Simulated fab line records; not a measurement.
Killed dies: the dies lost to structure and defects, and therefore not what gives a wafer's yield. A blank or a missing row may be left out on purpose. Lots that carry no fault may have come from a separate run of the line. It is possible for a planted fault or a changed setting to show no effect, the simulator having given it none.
fab line records :: flow sky130
record:
  lots: 7
  wafers: 19
  last_day: 51
route steps=708 shown NWELL@76 PWDE@84 VT_ADJUST_HVTP@85 PAD_OPEN@708
lots that met no fault: taken from a fault-free run of the same line
start_h: start of the lot's first displayed wafer, in hours after the record's first day :: wait_h: time in hours since the lot's previous step :: " the same as in the row above :: L1.1+2: a row that stands for several wafers :: - no value, or no start was given :: * or withheld: withheld :: < > ~ a bound
route shown NAME@n: NAME is a module with steps in the file, n the number in the route of the first one :: usual: mean/standard deviation taken from wafers without a fault :: same: alike in all rows :: chamber/n: place in a boat :: sites: each site's reading :: _std_site: how widely they spread, as a standard deviation :: _edge_site: mean of outer sites minus mean of inner sites :: radius_mm: how far each site lies from the wafer's centre :: mask NAME#n: copy n :: behind: tool/chamber where the wafer was last shaped :: hold: why the lot was held/for how many hours/how that ended :: device: which transistor (n, p or np) failed to switch :: end of line: the tests these same wafers got at the end of their route :: a step with no rows: only its recipe :: killed: not the wafer's yield, but the dies lost to structure and defects at the first sort :: map: per-die view of a wafer (x killed, . not killed, _ where there is no die)
set.NAME: the setting the step ran with; set.NAME@STEP: the setting that earlier step ran with :: model.NAME: the simulator's own value behind a step, which no gauge read
certain route steps with their lots: each step a table, each wafer a row
services: a tool's chamber out of use, with start hour (start_h, from the record's first day; less than 0 if before it), hours out, and reason
== steps ==
step: SKY_NWELL_OVL_MEAS_23
usual:
  NWELL_01_OVL: 0.6/1.5
lot.wafer: L138.2
tool: overlay-01
chamber: -
start_h: 114.31
wait_h: -
NWELL_01_OVL[nm]: 1.2

lot.wafer: L138.3
tool: overlay-01
chamber: -
start_h: 114.31
wait_h: -
NWELL_01_OVL[nm]: 1.3

lot.wafer: L138.6
tool: overlay-01
chamber: -
start_h: 114.31
wait_h: -
NWELL_01_OVL[nm]: 2.9

lot.wafer: L145.1
tool: overlay-02
chamber: -
start_h: 155.98
wait_h: -
NWELL_01_OVL[nm]: 1.0

lot.wafer: L145.2
tool: overlay-02
chamber: -
start_h: 155.98
wait_h: -
NWELL_01_OVL[nm]: 1.1

lot.wafer: L145.5
tool: overlay-02
chamber: -
start_h: 155.98
wait_h: -
NWELL_01_OVL[nm]: 0.9

lot.wafer: L148.1
tool: overlay-01
chamber: -
start_h: 176.08
wait_h: -
NWELL_01_OVL[nm]: -1.8

lot.wafer: L148.2
tool: overlay-01
chamber: -
start_h: 176.08
wait_h: -
NWELL_01_OVL[nm]: -0.5

lot.wafer: L148.5
tool: overlay-01
chamber: -
start_h: 176.08
wait_h: -
NWELL_01_OVL[nm]: -2.3

lot.wafer: L149.5
tool: overlay-02
chamber: -
start_h: 183.39
wait_h: -
NWELL_01_OVL[nm]: 0.5

lot.wafer: L149.6
tool: overlay-02
chamber: -
start_h: 183.39
wait_h: -
NWELL_01_OVL[nm]: 1.1

lot.wafer: L151.1
tool: overlay-01
chamber: -
start_h: 195.00
wait_h: -
NWELL_01_OVL[nm]: 0.9

lot.wafer: L151.5
tool: overlay-01
chamber: -
start_h: 195.00
wait_h: -
NWELL_01_OVL[nm]: 1.0

lot.wafer: L155.2
tool: overlay-02
chamber: -
start_h: 216.82
wait_h: -
NWELL_01_OVL[nm]: 2.4

lot.wafer: L155.4
tool: overlay-02
chamber: -
start_h: 216.82
wait_h: -
NWELL_01_OVL[nm]: 0.1

lot.wafer: L155.5
tool: overlay-02
chamber: -
start_h: 216.82
wait_h: -
NWELL_01_OVL[nm]: 1.6

lot.wafer: L160.1
tool: overlay-02
chamber: -
start_h: 242.81
wait_h: -
NWELL_01_OVL[nm]: 2.5

lot.wafer: L160.4
tool: overlay-02
chamber: -
start_h: 242.81
wait_h: -
NWELL_01_OVL[nm]: 0.3

lot.wafer: L160.6
tool: overlay-02
chamber: -
start_h: 242.81
wait_h: -
NWELL_01_OVL[nm]: 1.3
step: SKY_NWELL_IMPLANT_24
recipe:
  species: B
  energy_kev: 140
  dose_cm2: 9.2e+12
  tilt_deg: withheld
step: SKY_NWELL_STRIP_25
recipe:
  chemistry: O2/N2
  power_w: 1400
  pressure_mtorr: 1500
  platen_temp_c: withheld
  o2_flow_sccm: 3000
  n2_flow_sccm: 300
  overash_fraction: 0.5
usual:
  drypump_motor_current_A: 5.8/0.62
  oes_product_au: 0.723/0.0041
  strip_time_to_endpoint_s: 36.94/0.1
lot.wafer: L138.2
tool: plasma_asher-04
chamber: 1
start_h: 114.49
wait_h: 0.1
drypump_motor_current_A: 6.5
oes_product_au: 0.720
rf_hours_counter_h: 24
strip_time_to_endpoint_s: 36.99

lot.wafer: L138.3
tool: plasma_asher-04
chamber: 1
start_h: 114.49
wait_h: 0.1
drypump_motor_current_A: 6.5
oes_product_au: 0.724
rf_hours_counter_h: -
strip_time_to_endpoint_s: 37.02

lot.wafer: L138.6
tool: plasma_asher-04
chamber: 0
start_h: 114.49
wait_h: 0.1
drypump_motor_current_A: 5.9
oes_product_au: 0.728
rf_hours_counter_h: -
strip_time_to_endpoint_s: 37.01

lot.wafer: L145.1
tool: plasma_asher-04
chamber: 1
start_h: 156.17
wait_h: 0.1
drypump_motor_current_A: 6.5
oes_product_au: 0.725
rf_hours_counter_h: 29
strip_time_to_endpoint_s: 36.92

lot.wafer: L145.2
tool: plasma_asher-04
chamber: 0
start_h: 156.17
wait_h: 0.1
drypump_motor_current_A: 5.9
oes_product_au: 0.729
rf_hours_counter_h: 29
strip_time_to_endpoint_s: 36.99

lot.wafer: L145.5
tool: plasma_asher-04
chamber: 1
start_h: 156.17
wait_h: 0.1
drypump_motor_current_A: 6.5
oes_product_au: 0.723
rf_hours_counter_h: -
strip_time_to_endpoint_s: 36.93

lot.wafer: L148.1
tool: plasma_asher-02
chamber: 1
start_h: 176.27
wait_h: 0.1
drypump_motor_current_A: 4.7
oes_product_au: 0.723
rf_hours_counter_h: 50
strip_time_to_endpoint_s: 36.92

lot.wafer: L148.2
tool: plasma_asher-02
chamber: 0
start_h: 176.27
wait_h: 0.1
drypump_motor_current_A: 6.2
oes_product_au: 0.728
rf_hours_counter_h: 50
strip_time_to_endpoint_s: 36.96

lot.wafer: L148.5
tool: plasma_asher-02
chamber: 0
start_h: 176.27
wait_h: 0.1
drypump_motor_current_A: 6.2
oes_product_au: 0.720
rf_hours_counter_h: -
strip_time_to_endpoint_s: 36.93

lot.wafer: L149.5
tool: plasma_asher-02
chamber: 1
start_h: 183.62
wait_h: 0.1
drypump_motor_current_A: 4.7
oes_product_au: 0.723
rf_hours_counter_h: -
strip_time_to_endpoint_s: 36.92

lot.wafer: L149.6
tool: plasma_asher-02
chamber: 0
start_h: 183.62
wait_h: 0.1
drypump_motor_current_A: 6.2
oes_product_au: 0.730
rf_hours_counter_h: -
strip_time_to_endpoint_s: 36.97

lot.wafer: L151.1
tool: plasma_asher-04
chamber: 0
start_h: 195.19
wait_h: 0.1
drypump_motor_current_A: 5.9
oes_product_au: 0.722
rf_hours_counter_h: 31
strip_time_to_endpoint_s: 37.02

lot.wafer: L151.5
tool: plasma_asher-04
chamber: 1
start_h: 195.19
wait_h: 0.1
drypump_motor_current_A: 6.5
oes_product_au: 0.716
rf_hours_counter_h: -
strip_time_to_endpoint_s: 37.04

lot.wafer: L155.2
tool: plasma_asher-01
chamber: 0
start_h: 217.00
wait_h: 0.1
drypump_motor_current_A: 5.4
oes_product_au: 0.720
rf_hours_counter_h: 48
strip_time_to_endpoint_s: 36.79

lot.wafer: L155.4
tool: plasma_asher-01
chamber: 1
start_h: 217.00
wait_h: 0.1
drypump_motor_current_A: 6.2
oes_product_au: 0.727
rf_hours_counter_h: -
strip_time_to_endpoint_s: 36.89

lot.wafer: L155.5
tool: plasma_asher-01
chamber: 0
start_h: 217.00
wait_h: 0.1
drypump_motor_current_A: 5.4
oes_product_au: 0.727
rf_hours_counter_h: -
strip_time_to_endpoint_s: 36.82

lot.wafer: L160.1
tool: plasma_asher-04
chamber: 0
start_h: 243.00
wait_h: 0.1
drypump_motor_current_A: 5.9
oes_product_au: 0.725
rf_hours_counter_h: 36
strip_time_to_endpoint_s: 36.86

lot.wafer: L160.4
tool: plasma_asher-04
chamber: 1
start_h: 243.00
wait_h: 0.1
drypump_motor_current_A: 6.5
oes_product_au: 0.728
rf_hours_counter_h: -
strip_time_to_endpoint_s: 36.97

lot.wafer: L160.6
tool: plasma_asher-04
chamber: 0
start_h: 243.00
wait_h: 0.1
drypump_motor_current_A: 5.9
oes_product_au: 0.724
rf_hours_counter_h: -
strip_time_to_endpoint_s: 36.92
step: SKY_NWELL_TW_MEAS_26
usual:
  NWELL_2_TW: 499/6.1
lot.wafer: L138.2
tool: film_metro-03
chamber: -
start_h: 114.60
wait_h: 0.1
NWELL_2_TW: 494

lot.wafer: L138.3
tool: film_metro-03
chamber: -
start_h: 114.60
wait_h: 0.1
NWELL_2_TW: 491

lot.wafer: L138.6
tool: film_metro-03
chamber: -
start_h: 114.60
wait_h: 0.1
NWELL_2_TW: 494

lot.wafer: L145.1
tool: film_metro-04
chamber: -
start_h: 156.27
wait_h: 0.1
NWELL_2_TW: 506

lot.wafer: L145.2
tool: film_metro-04
chamber: -
start_h: 156.27
wait_h: 0.1
NWELL_2_TW: 505

lot.wafer: L145.5
tool: film_metro-04
chamber: -
start_h: 156.27
wait_h: 0.1
NWELL_2_TW: 505

lot.wafer: L148.1
tool: film_metro-03
chamber: -
start_h: 176.37
wait_h: 0.1
NWELL_2_TW: 492

lot.wafer: L148.2
tool: film_metro-03
chamber: -
start_h: 176.37
wait_h: 0.1
NWELL_2_TW: 493

lot.wafer: L148.5
tool: film_metro-03
chamber: -
start_h: 176.37
wait_h: 0.1
NWELL_2_TW: 491

lot.wafer: L149.5
tool: film_metro-04
chamber: -
start_h: 183.69
wait_h: 0.0
NWELL_2_TW: 502

lot.wafer: L149.6
tool: film_metro-04
chamber: -
start_h: 183.69
wait_h: 0.0
NWELL_2_TW: 505

lot.wafer: L151.1
tool: film_metro-01
chamber: -
start_h: 195.29
wait_h: 0.1
NWELL_2_TW: 496

lot.wafer: L151.5
tool: film_metro-01
chamber: -
start_h: 195.29
wait_h: 0.1
NWELL_2_TW: 495

lot.wafer: L155.2
tool: film_metro-04
chamber: -
start_h: 217.11
wait_h: 0.1
NWELL_2_TW: 506

lot.wafer: L155.4
tool: film_metro-04
chamber: -
start_h: 217.11
wait_h: 0.1
NWELL_2_TW: 504

lot.wafer: L155.5
tool: film_metro-04
chamber: -
start_h: 217.11
wait_h: 0.1
NWELL_2_TW: 503

lot.wafer: L160.1
tool: film_metro-01
chamber: -
start_h: 243.10
wait_h: 0.1
NWELL_2_TW: 500

lot.wafer: L160.4
tool: film_metro-01
chamber: -
start_h: 243.10
wait_h: 0.1
NWELL_2_TW: 499

lot.wafer: L160.6
tool: film_metro-01
chamber: -
start_h: 243.10
wait_h: 0.1
NWELL_2_TW: 497
step: SKY_NWELL_CLEAN_27
recipe:
  chemistry: SC1/SC2
  mix: 1:4:20
  temp_c: 70
  time_s: 150
  dry: n2_spin
step: SKY_NWELL_RTA_28
recipe:
  temp_c: 1050
  time_s: 30
  idle_temp_c: 650
  ramp_up_c_per_s: 150
  ramp_down_c_per_s: 90
  ambient: N2
usual:
  anneal_temp_c_max: 1055.7/1.8
  lamp_power_pct: 25.29/0.057
  wafer_temp_C_max: 1054.9/0.96
lot.wafer: L138.2
tool: rtp_anneal-02
chamber: 0
start_h: 114.72
wait_h: 0.0
anneal_temp_c_max: 1056.3
lamp_power_pct: 25.40
wafer_temp_C_max: 1053.5

lot.wafer: L138.3
tool: rtp_anneal-02
chamber: 0
start_h: 114.72
wait_h: 0.0
anneal_temp_c_max: 1057.3
lamp_power_pct: 25.29
wafer_temp_C_max: 1054.8

lot.wafer: L138.6
tool: rtp_anneal-02
chamber: 0
start_h: 114.72
wait_h: 0.0
anneal_temp_c_max: 1056.2
lamp_power_pct: 25.25
wafer_temp_C_max: 1054.4

lot.wafer: L145.1
tool: rtp_anneal-01
chamber: 0
start_h: 156.38
wait_h: 0.0
anneal_temp_c_max: 1054.4
lamp_power_pct: 25.41
wafer_temp_C_max: 1054.3

lot.wafer: L145.2
tool: rtp_anneal-01
chamber: 0
start_h: 156.38
wait_h: 0.0
anneal_temp_c_max: 1054.4
lamp_power_pct: 25.32
wafer_temp_C_max: 1054.7

lot.wafer: L145.5
tool: rtp_anneal-01
chamber: 0
start_h: 156.38
wait_h: 0.0
anneal_temp_c_max: 1052.9
lamp_power_pct: 25.36
wafer_temp_C_max: 1055.3

lot.wafer: L148.1
tool: rtp_anneal-02
chamber: 0
start_h: 176.48
wait_h: 0.0
anneal_temp_c_max: 1055.1
lamp_power_pct: 25.31
wafer_temp_C_max: 1055.0

lot.wafer: L148.2
tool: rtp_anneal-02
chamber: 0
start_h: 176.48
wait_h: 0.0
anneal_temp_c_max: 1057.1
lamp_power_pct: 25.27
wafer_temp_C_max: 1054.9

lot.wafer: L148.5
tool: rtp_anneal-02
chamber: 0
start_h: 176.48
wait_h: 0.0
anneal_temp_c_max: 1056.3
lamp_power_pct: 25.26
wafer_temp_C_max: 1054.9

lot.wafer: L149.5
tool: rtp_anneal-01
chamber: 0
start_h: 183.83
wait_h: 0.1
anneal_temp_c_max: 1052.8
lamp_power_pct: 25.30
wafer_temp_C_max: 1054.3

lot.wafer: L149.6
tool: rtp_anneal-01
chamber: 0
start_h: 183.83
wait_h: 0.1
anneal_temp_c_max: 1053.5
lamp_power_pct: 25.20
wafer_temp_C_max: 1053.8

lot.wafer: L151.1
tool: rtp_anneal-01
chamber: 0
start_h: 195.41
wait_h: 0.0
anneal_temp_c_max: 1054.0
lamp_power_pct: 25.28
wafer_temp_C_max: 1054.5

lot.wafer: L151.5
tool: rtp_anneal-01
chamber: 0
start_h: 195.41
wait_h: 0.0
anneal_temp_c_max: 1054.4
lamp_power_pct: 25.30
wafer_temp_C_max: 1055.9

lot.wafer: L155.2
tool: rtp_anneal-01
chamber: 0
start_h: 217.23
wait_h: 0.0
anneal_temp_c_max: 1053.8
lamp_power_pct: 25.45
wafer_temp_C_max: 1054.0

lot.wafer: L155.4
tool: rtp_anneal-01
chamber: 0
start_h: 217.23
wait_h: 0.0
anneal_temp_c_max: 1054.7
lamp_power_pct: 25.23
wafer_temp_C_max: 1055.1

lot.wafer: L155.5
tool: rtp_anneal-01
chamber: 0
start_h: 217.23
wait_h: 0.0
anneal_temp_c_max: 1055.4
lamp_power_pct: 25.29
wafer_temp_C_max: 1055.1

lot.wafer: L160.1
tool: rtp_anneal-02
chamber: 0
start_h: 243.21
wait_h: 0.0
anneal_temp_c_max: 1058.0
lamp_power_pct: 25.37
wafer_temp_C_max: 1054.8

lot.wafer: L160.4
tool: rtp_anneal-02
chamber: 0
start_h: 243.21
wait_h: 0.0
anneal_temp_c_max: 1059.7
lamp_power_pct: 25.29
wafer_temp_C_max: 1054.3

lot.wafer: L160.6
tool: rtp_anneal-02
chamber: 0
start_h: 243.21
wait_h: 0.0
anneal_temp_c_max: 1061.1
lamp_power_pct: 25.29
wafer_temp_C_max: 1053.9
step: SKY_NWELL_RS_MEAS_29
recipe:
  thk_meas_gauge: four-point-probe
usual:
  NWELL_RS: 625.3/1.6
lot.wafer: L138.2
tool: film_metro-03
chamber: -
start_h: 114.82
wait_h: 0.1
NWELL_RS[ohm/sq]: 625.2

lot.wafer: L138.3
tool: film_metro-03
chamber: -
start_h: 114.82
wait_h: 0.1
NWELL_RS[ohm/sq]: 626.1

lot.wafer: L138.6
tool: film_metro-03
chamber: -
start_h: 114.82
wait_h: 0.1
NWELL_RS[ohm/sq]: 624.9

lot.wafer: L145.1
tool: film_metro-04
chamber: -
start_h: 156.48
wait_h: 0.1
NWELL_RS[ohm/sq]: 622.7

lot.wafer: L145.2
tool: film_metro-04
chamber: -
start_h: 156.48
wait_h: 0.1
NWELL_RS[ohm/sq]: 625.7

lot.wafer: L145.5
tool: film_metro-04
chamber: -
start_h: 156.48
wait_h: 0.1
NWELL_RS[ohm/sq]: 623.3

lot.wafer: L148.1
tool: film_metro-04
chamber: -
start_h: 176.58
wait_h: 0.1
NWELL_RS[ohm/sq]: 623.9

lot.wafer: L148.2
tool: film_metro-04
chamber: -
start_h: 176.58
wait_h: 0.1
NWELL_RS[ohm/sq]: 624.4

lot.wafer: L148.5
tool: film_metro-04
chamber: -
start_h: 176.58
wait_h: 0.1
NWELL_RS[ohm/sq]: 623.9

lot.wafer: L149.5
tool: film_metro-01
chamber: -
start_h: 183.94
wait_h: 0.1
NWELL_RS[ohm/sq]: 625.2

lot.wafer: L149.6
tool: film_metro-01
chamber: -
start_h: 183.94
wait_h: 0.1
NWELL_RS[ohm/sq]: 626.4

lot.wafer: L151.1
tool: film_metro-04
chamber: -
start_h: 195.51
wait_h: 0.1
NWELL_RS[ohm/sq]: 627.4

lot.wafer: L151.5
tool: film_metro-04
chamber: -
start_h: 195.51
wait_h: 0.1
NWELL_RS[ohm/sq]: 625.2

lot.wafer: L155.2
tool: film_metro-04
chamber: -
start_h: 217.33
wait_h: 0.1
NWELL_RS[ohm/sq]: 623.0

lot.wafer: L155.4
tool: film_metro-04
chamber: -
start_h: 217.33
wait_h: 0.1
NWELL_RS[ohm/sq]: 623.5

lot.wafer: L155.5
tool: film_metro-04
chamber: -
start_h: 217.33
wait_h: 0.1
NWELL_RS[ohm/sq]: 623.2

lot.wafer: L160.1
tool: film_metro-01
chamber: -
start_h: 243.31
wait_h: 0.1
NWELL_RS[ohm/sq]: 623.8

lot.wafer: L160.4
tool: film_metro-01
chamber: -
start_h: 243.31
wait_h: 0.1
NWELL_RS[ohm/sq]: 623.4

lot.wafer: L160.6
tool: film_metro-01
chamber: -
start_h: 243.31
wait_h: 0.1
NWELL_RS[ohm/sq]: 622.5
step: SKY_NWELL_RS_MEAS_31
recipe:
  thk_meas_gauge: four-point-probe
usual:
  PWDE_RS: 5278/18
lot.wafer: L138.2
tool: film_metro-03
chamber: -
start_h: 115.06
wait_h: 0.1
PWDE_RS[ohm/sq]: 5241

lot.wafer: L138.3
tool: film_metro-03
chamber: -
start_h: 115.06
wait_h: 0.1
PWDE_RS[ohm/sq]: 5254

lot.wafer: L138.6
tool: film_metro-03
chamber: -
start_h: 115.06
wait_h: 0.1
PWDE_RS[ohm/sq]: 5268

lot.wafer: L145.1
tool: film_metro-04
chamber: -
start_h: 156.72
wait_h: 0.1
PWDE_RS[ohm/sq]: 5264

lot.wafer: L145.2
tool: film_metro-04
chamber: -
start_h: 156.72
wait_h: 0.1
PWDE_RS[ohm/sq]: 5277

lot.wafer: L145.5
tool: film_metro-04
chamber: -
start_h: 156.72
wait_h: 0.1
PWDE_RS[ohm/sq]: 5290

lot.wafer: L148.1
tool: film_metro-04
chamber: -
start_h: 176.82
wait_h: 0.1
PWDE_RS[ohm/sq]: 5238

lot.wafer: L148.2
tool: film_metro-04
chamber: -
start_h: 176.82
wait_h: 0.1
PWDE_RS[ohm/sq]: 5264

lot.wafer: L148.5
tool: film_metro-04
chamber: -
start_h: 176.82
wait_h: 0.1
PWDE_RS[ohm/sq]: 5282

lot.wafer: L149.5
tool: film_metro-01
chamber: -
start_h: 184.18
wait_h: 0.1
PWDE_RS[ohm/sq]: 5277

lot.wafer: L149.6
tool: film_metro-01
chamber: -
start_h: 184.18
wait_h: 0.1
PWDE_RS[ohm/sq]: 5301

lot.wafer: L151.1
tool: film_metro-04
chamber: -
start_h: 195.75
wait_h: 0.1
PWDE_RS[ohm/sq]: 5291

lot.wafer: L151.5
tool: film_metro-04
chamber: -
start_h: 195.75
wait_h: 0.1
PWDE_RS[ohm/sq]: 5289

lot.wafer: L155.2
tool: film_metro-04
chamber: -
start_h: 217.57
wait_h: 0.1
PWDE_RS[ohm/sq]: 5282

lot.wafer: L155.4
tool: film_metro-04
chamber: -
start_h: 217.57
wait_h: 0.1
PWDE_RS[ohm/sq]: 5264

lot.wafer: L155.5
tool: film_metro-04
chamber: -
start_h: 217.57
wait_h: 0.1
PWDE_RS[ohm/sq]: 5274

lot.wafer: L160.1
tool: film_metro-01
chamber: -
start_h: 243.55
wait_h: 0.1
PWDE_RS[ohm/sq]: 5284

lot.wafer: L160.4
tool: film_metro-01
chamber: -
start_h: 243.55
wait_h: 0.1
PWDE_RS[ohm/sq]: 5302

lot.wafer: L160.6
tool: film_metro-01
chamber: -
start_h: 243.55
wait_h: 0.1
PWDE_RS[ohm/sq]: 5297
step: SKY_VT_ADJUST_HVTP_DEHYDRATE_00
recipe:
  temp_c: 200
  time_s: 60
step: SKY_VT_ADJUST_HVTP_HMDS_01
recipe:
  prime_time_s: 60
  prime_temp_c: 120
step: SKY_VT_ADJUST_HVTP_COAT_02
recipe:
  resist: NOVOLAK
  spin_rpm: 3000
  resist_thk_nm: 1140
step: SKY_VT_ADJUST_HVTP_SOFTBAKE_03
recipe:
  temp_c: 90
  time_s: 60
  resist: NOVOLAK
usual:
  run_length_s: 89.24/0.12
lot.wafer: L138.2
tool: litho_track-04
chamber: 0
start_h: 124.21
wait_h: 0.1
run_length_s: 89.19

lot.wafer: L138.3
tool: litho_track-04
chamber: 0
start_h: 124.21
wait_h: 0.1
run_length_s: 89.21

lot.wafer: L138.6
tool: litho_track-04
chamber: 0
start_h: 124.21
wait_h: 0.1
run_length_s: 89.18

lot.wafer: L145.1
tool: litho_track-03
chamber: 0
start_h: 166.71
wait_h: 0.1
run_length_s: 89.16

lot.wafer: L145.2
tool: litho_track-03
chamber: 0
start_h: 166.71
wait_h: 0.1
run_length_s: 89.09

lot.wafer: L145.5
tool: litho_track-03
chamber: 0
start_h: 166.71
wait_h: 0.1
run_length_s: 89.27

lot.wafer: L148.1
tool: litho_track-01
chamber: 0
start_h: 187.25
wait_h: 0.1
run_length_s: 89.17

lot.wafer: L148.2
tool: litho_track-01
chamber: 0
start_h: 187.25
wait_h: 0.1
run_length_s: 97.04

lot.wafer: L148.5
tool: litho_track-01
chamber: 0
start_h: 187.25
wait_h: 0.1
run_length_s: 97.12

lot.wafer: L149.5
tool: litho_track-01
chamber: 0
start_h: 196.05
wait_h: 0.1
run_length_s: 97.11

lot.wafer: L149.6
tool: litho_track-01
chamber: 0
start_h: 196.05
wait_h: 0.1
run_length_s: 89.34

lot.wafer: L151.1
tool: litho_track-01
chamber: 0
start_h: 207.00
wait_h: 0.1
run_length_s: 89.21

lot.wafer: L151.5
tool: litho_track-01
chamber: 0
start_h: 207.00
wait_h: 0.1
run_length_s: 97.43

lot.wafer: L155.2
tool: litho_track-04
chamber: 0
start_h: 228.96
wait_h: 0.1
run_length_s: 89.14

lot.wafer: L155.4
tool: litho_track-04
chamber: 0
start_h: 228.96
wait_h: 0.1
run_length_s: 89.43

lot.wafer: L155.5
tool: litho_track-04
chamber: 0
start_h: 228.96
wait_h: 0.1
run_length_s: 89.20

lot.wafer: L160.1
tool: litho_track-04
chamber: 0
start_h: 254.93
wait_h: 0.1
run_length_s: 89.10

lot.wafer: L160.4
tool: litho_track-04
chamber: 0
start_h: 254.93
wait_h: 0.1
run_length_s: 89.28

lot.wafer: L160.6
tool: litho_track-04
chamber: 0
start_h: 254.93
wait_h: 0.1
run_length_s: 89.22
step: SKY_VT_ADJUST_HVTP_EXPOSE_04
recipe:
  mask_id: HVTPM
  na: 0.6
  source_shape: conventional
  sigma_outer: 0.6
  polarization: unpolarized
  target_cd_nm: 380
  dose_mj: 140
step: SKY_PAD_OPEN_PROBE_99
usual:
  killed_at_M0_to_M3: 43/7
  killed_at_M4_up: 3.1/1.5
  killed_at_contacts: 23/4.9
  killed_at_front_end: 16/3.9
  killed_at_other: 0.3/0.52
  killed_dies: 86/8.2
  killed_open: 47/6.1
  killed_short: 38/5.8
same:
  gross_dies: 492
  killed_at_back_side: 0
lot.wafer: L155.2
tool: prober-02
chamber: -
start_h: 1208.75
wait_h: 0.1
killed_at_M0_to_M3: 36
killed_at_M4_up: 2
killed_at_contacts: 25
killed_at_front_end: 21
killed_at_other: 1
killed_dies: 85
killed_open: 42
killed_short: 43

lot.wafer: L155.4
tool: prober-02
chamber: -
start_h: 1208.85
wait_h: 0.2
killed_at_M0_to_M3: 41
killed_at_M4_up: 4
killed_at_contacts: 25
killed_at_front_end: 15
killed_at_other: 0
killed_dies: 85
killed_open: 46
killed_short: 39

lot.wafer: L155.5
tool: prober-02
chamber: -
start_h: 1208.90
wait_h: 0.2
killed_at_M0_to_M3: 38
killed_at_M4_up: 6
killed_at_contacts: 22
killed_at_front_end: 12
killed_at_other: 0
killed_dies: 78
killed_open: 44
killed_short: 34
killed by level:class
L155.2 VIA2:geometric_particle:open=7 POLY_GATE:geometric_particle:short=6 CONTACT:geometric_particle:open=6 VIA3:geometric_particle:open=6 VIA1:geometric_particle:open=6 POLY_GATE:geometric_particle:open=5 LI_CONTACT:geometric_particle:open=5 METAL2:geometric_particle:short=5
L155.4 CONTACT:geometric_particle:open=9 VIA2:geometric_particle:open=9 VIA1:geometric_particle:open=7 VIA3:geometric_particle:open=7 LOCAL_INTERCONNECT:geometric_particle:short=6 METAL1:geometric_particle:short=5 FIELD_ISO:geometric_particle:open=4 LI_CONTACT:geometric_particle:open=4
L155.5 VIA1:geometric_particle:open=11 LI_CONTACT:geometric_particle:open=7 CONTACT:geometric_particle:open=7 CONTACT:geometric_particle:short=5 VIA2:geometric_particle:open=5 METAL4:geometric_particle:short=5 FIELD_ISO:geometric_particle:open=4 METAL1:geometric_particle:short=4
== services ==
tool: plasma_asher-01
chamber: -
start_h: 136.31
hours: 2.0
kind: repair

tool: rtp_anneal-01
chamber: -
start_h: 145.29
hours: 3.4
kind: pm

tool: plasma_asher-04
chamber: -
start_h: 157.23
hours: 10.0
kind: pm

tool: plasma_asher-04
chamber: -
start_h: 167.23
hours: 3.3
kind: pm

tool: plasma_asher-02
chamber: -
start_h: 187.87
hours: 1.0
kind: repair

tool: plasma_asher-01
chamber: -
start_h: 200.92
hours: 0.8
kind: repair
== key ==
first_sign:
  step: SKY_VT_ADJUST_HVTP_SOFTBAKE_03
  reading: run_length_s
  direction: up
  sigmas: 66
  usual: *
  struck: *
effect none on later readings
met_at SKY_VT_ADJUST_HVTP_SOFTBAKE_03
struck_wafers L148.2,L148.5,L149.5,L151.5
tester_left_out L148,L149,L151
fault:
  kind: process_parameter_drift
  tool: litho_track-01
  chamber: -
  onset_h: 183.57
  steps: SKY_VT_ADJUST_HVTP_SOFTBAKE_03
  channel: time_s
  offset: *
  shape: step
  end_h: 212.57
  scope: struck_wafers_only
  acts_in: *
  stated: *
tester_left_out: of these lots the tester's yield and bins aren't shown, on N5 and GAA mostly nor the transistor test; their killed dies are dies lost to structure and defects alone, not to doping, threshold or leakage, so they don't give the yield
